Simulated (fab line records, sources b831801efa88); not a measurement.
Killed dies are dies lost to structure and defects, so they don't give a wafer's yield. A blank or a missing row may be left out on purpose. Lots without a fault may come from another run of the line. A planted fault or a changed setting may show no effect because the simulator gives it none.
A struck lot beside a sound one | flow sky130 | 15 steps out of a route of 708
Sound: wafers L683.2, L683.3, L683.6. Struck: wafers L674.1, L674.2, L674.3. The cause comes at the end.
At each step with rows: each side's tool, then ch and its chambers, then its first start. Under that, the readings that differ: sound wafers | struck wafers | difference of the means | sigmas: that difference in standard deviations of wafers without a fault.
alike: readings whose means differ by less than 2 such deviations, and words and numbers that are the same on both sides. not compared: withheld readings, readings that some wafer has no value for, bounds like >300 that may hide the same value, and numbers for which the record gives no deviation and whose values overlap.
The two part at a step that has a row with sigmas, a row that says differs or no value, or rows on one side only. Numbers that don't overlap but have no deviation are shown without sigmas and don't part them. A reading that every wafer of one side lacks parts them only if that side has two wafers or more.

SKY_LOCAL_INTERCONNECT_ETCH_13: etches BARC in N2/H2, stops on SiO2, time 45.9 s, target depth 60 nm.
  sound on rie_metal-04 ch 1, day 36 20:13; struck on rie_metal-03 ch 0, day 34 00:05
  alike: drypump_motor_current_A, h2_flow_sccm, oes_product_au, throttle_valve_pct
  not compared: rf_hours_counter_h
SKY_LOCAL_INTERCONNECT_METAL_ETCH_14: etches TiN in Cl2/BCl3, stops on PSG, target depth 110 nm, time 31.4 s.
  sound on rie_metal-04 ch 1, day 36 20:20; struck on rie_metal-03 ch 0, day 34 00:13
  reading             | sound             | struck            | difference | sigmas
  mfc_cl2_sccm (sccm) | 59.90 59.95 59.82 | 60.06 60.28 60.42 | +0.36      | +2
  alike: drypump_motor_current_A, oes_product_au, throttle_valve_pct
  not compared: rf_hours_counter_h
SKY_LOCAL_INTERCONNECT_STRIP_15: strips in O2/N2.
  sound on plasma_asher-04 ch 0,1, day 36 20:25; struck on plasma_asher-01 ch 0,1, day 34 00:19
  alike: drypump_motor_current_A, o2_flow_sccm, oes_product_au, strip_time_to_endpoint_s
  not compared: rf_hours_counter_h
then, 3 steps without rows for these wafers: SKY_LOCAL_INTERCONNECT_STRIP_16 (strips in post etch residue remover, time 1200 s); SKY_LOCAL_INTERCONNECT_CLEAN_17 (cleans in IPA, time 180 s); SKY_LOCAL_INTERCONNECT_CLEAN_18 (cleans in O3/DIW).
SKY_CONTACT_CVD_00: deposits Si3N4, target thk 75 nm.
  sound on pecvd-02 ch 0,2, day 36 21:01; struck on pecvd-01 ch 0,1,2, day 34 00:55
  alike: heater_power_w
SKY_CONTACT_THK_MEAS_01:
  sound on film_metro-03, day 36 21:03; struck on film_metro-02, day 34 00:56
  alike: CONTACT_CVD_00_THK
then, 1 step without rows for these wafers: SKY_CONTACT_HDPCVD_02 (deposits SiO2, target thk 565 nm, time 94.2 s).
SKY_CONTACT_THK_MEAS_03:
  sound on film_metro-02, day 36 21:11; struck on film_metro-04, day 34 01:06
  alike: CONTACT_HDPCVD_THK
SKY_CONTACT_CMP_04: polishes SiO2.
  sound on cmp-02 ch 0,2,3, day 36 21:14; struck on cmp-01 ch 0,1,2, day 34 01:10
  alike: motor_current_A, time_to_endpoint_s
SKY_CONTACT_BOW_MEAS_05:
  sound on film_metro-02, day 36 21:33; struck on film_metro-04, day 34 01:28
  alike: CONTACT_BOW
SKY_CONTACT_DEHYDRATE_06: time 60 s.
  sound on litho_track-02 ch 0, day 37 09:46; struck on litho_track-01 ch 0, day 34 13:21
  reading                  | sound                | struck               | difference | sigmas
  heater_power_total_W (W) | 160.57 160.40 160.51 | 163.99 164.14 164.19 | +3.61      | +28
  plate_temp_C (C)         | 199.71 200.07 199.90 | 203.75 203.63 203.69 | +3.80      | +24
  alike: resist_line_temp_C
then, 1 step without rows for these wafers: SKY_CONTACT_HMDS_07 (prime time 60 s).
SKY_PAD_OPEN_PROBE_99:
  the record has rows for the sound wafers here (prober-01, day 50 16:07) and none for the struck ones

WHERE THEY PART
First at SKY_LOCAL_INTERCONNECT_METAL_ETCH_14; last, within this record, at SKY_PAD_OPEN_PROBE_99.

WHY: what the simulator had put in
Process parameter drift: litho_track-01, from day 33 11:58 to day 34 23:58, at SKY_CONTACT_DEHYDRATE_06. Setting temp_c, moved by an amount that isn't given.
